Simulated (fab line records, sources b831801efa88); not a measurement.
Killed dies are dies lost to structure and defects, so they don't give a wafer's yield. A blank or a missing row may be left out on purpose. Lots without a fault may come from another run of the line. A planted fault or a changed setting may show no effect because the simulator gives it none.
A struck lot beside a sound one | flow sky130 | 17 steps out of a route of 708
Sound: wafers L728.1, L728.4, L728.6. Struck: wafers L738.3, L738.4, L738.5. The cause comes at the end.
At each step with rows: each side's tool, then ch and its chambers, then its first start. Under that, the readings that differ: sound wafers | struck wafers | difference of the means | sigmas: that difference in standard deviations of wafers without a fault.
alike: readings whose means differ by less than 2 such deviations, and words and numbers that are the same on both sides. not compared: withheld readings, readings that some wafer has no value for, bounds like >300 that may hide the same value, and numbers for which the record gives no deviation and whose values overlap.
The two part at a step that has a row with sigmas, a row that says differs or no value, or rows on one side only. Numbers that don't overlap but have no deviation are shown without sigmas and don't part them. A reading that every wafer of one side lacks parts them only if that side has two wafers or more.

SKY_LOCAL_INTERCONNECT_RS_MEAS_01: measures by four-point-probe.
  sound on film_metro-01, day 30 12:44; struck on film_metro-03, day 34 14:40
  alike: LOCAL_INTERCONNECT_TIN_RS
SKY_LOCAL_INTERCONNECT_THK_MEAS_02: measures by xrf.
  sound on film_metro-01, day 30 12:51; struck on film_metro-03, day 34 14:46
  alike: LOCAL_INTERCONNECT_TIN_THK
then, 8 steps without rows for these wafers: SKY_LOCAL_INTERCONNECT_DEHYDRATE_03 (time 60 s); SKY_LOCAL_INTERCONNECT_HMDS_04 (prime time 60 s); SKY_LOCAL_INTERCONNECT_COAT_05 (resist thk 60 nm); SKY_LOCAL_INTERCONNECT_COAT_06 (resist thk 450 nm); SKY_LOCAL_INTERCONNECT_SOFTBAKE_07 (time 90 s); SKY_LOCAL_INTERCONNECT_EXPOSE_08 (exposes mask LI1M, target cd 170 nm); SKY_LOCAL_INTERCONNECT_PEB_09; SKY_LOCAL_INTERCONNECT_DEVELOP_10 (develop time 60 s).
SKY_LOCAL_INTERCONNECT_CD_MEAS_11: target cd 170 nm.
  sound on cd_sem-01, day 31 17:13; struck on cd_sem-01, day 35 16:55
  alike: cd_nm
SKY_LOCAL_INTERCONNECT_OVL_MEAS_12:
  sound on overlay-01, day 31 17:20; struck on overlay-02, day 35 17:01
  alike: LOCAL_INTERCONNECT_OVL
SKY_LOCAL_INTERCONNECT_ETCH_13: etches BARC in N2/H2, stops on SiO2, time 45.9 s, target depth 60 nm.
  sound on rie_metal-02 ch 1, day 31 17:22; struck on rie_metal-01 ch 0,1, day 35 17:04
  reading                                                   | sound             | struck            | difference | sigmas
  model.KrF-thick_of_LOCAL_INTERCONNECT_COAT_06.thk_nm (nm) | 394.8 393.4 393.9 | 361.4 359.5 360.3 | -33.6      |
  model.LOCAL_INTERCONNECT.cd_nm (nm)                       | 170.3 170.4 170.5 | 162.9 164.1 163.5 | -6.9       |
  model.SiO2_of_SONOS_ONO_CVD_04.thk_nm (nm)                | 4.195 4.159 4.088 | 2.861 2.802 2.874 | -1.302     |
  alike: drypump_motor_current_A, oes_product_au, throttle_valve_pct
  not compared: rf_hours_counter_h
SKY_LOCAL_INTERCONNECT_METAL_ETCH_14: etches TiN in Cl2/BCl3, stops on PSG, target depth 110 nm, time 31.4 s.
  sound on rie_metal-02 ch 1, day 31 17:26; struck on rie_metal-01 ch 0,1, day 35 17:07
  reading                                                   | sound             | struck          | difference | sigmas
  model.KrF-thick_of_LOCAL_INTERCONNECT_COAT_06.thk_nm (nm) | 351.1 349.7 350   | 318 315.1 317   | -34        |
  model.LOCAL_INTERCONNECT.cd_nm (nm)                       | 170.3 170.4 170.7 | 162.2 164 163.1 | -7.4       |
  alike: drypump_motor_current_A, mfc_cl2_sccm, oes_product_au, throttle_valve_pct
  not compared: rf_hours_counter_h
SKY_LOCAL_INTERCONNECT_STRIP_15: strips in O2/N2.
  sound on plasma_asher-04 ch 0,1, day 31 17:29; struck on plasma_asher-02 ch 0,1, day 35 17:11
  reading                      | sound             | struck            | difference | sigmas
  oes_product_au (a.u.)        | 0.428 0.432 0.423 | 0.407 0.420 0.407 | -0.016     | -4
  strip_time_to_endpoint_s (s) | 4.765 4.725 4.724 | 4.422 4.369 4.406 | -0.339     | -18
  alike: drypump_motor_current_A, o2_flow_sccm
  not compared: rf_hours_counter_h
then, 1 step without rows for these wafers: SKY_LOCAL_INTERCONNECT_STRIP_16 (strips in post etch residue remover, time 1200 s).
-- the record jumps here: 14 days lie between the struck wafers' starts before and after (it left off in module LOCAL_INTERCONNECT and takes up again in module PAD_OPEN, whose first step shown is number 708 of the route) --
SKY_PAD_OPEN_PROBE_99:
  sound on prober-02, day 46 16:51; struck on prober-01, day 49 17:19
  reading                        | sound             | struck            | difference | sigmas
  model.etest.res_li.line_ohm_um | 74.14 74.08 74.96 | 78.58 77.72 78.55 | +3.89      |
  alike: killed_at_M0_to_M3, killed_at_M4_up, killed_at_contacts, killed_at_front_end, killed_at_other, killed_dies, killed_open, killed_short

WHERE THEY PART
Only at SKY_LOCAL_INTERCONNECT_STRIP_15, within this record. Later steps at which nothing parts them and some readings are alike: SKY_PAD_OPEN_PROBE_99.

WHY: what the simulator had put in
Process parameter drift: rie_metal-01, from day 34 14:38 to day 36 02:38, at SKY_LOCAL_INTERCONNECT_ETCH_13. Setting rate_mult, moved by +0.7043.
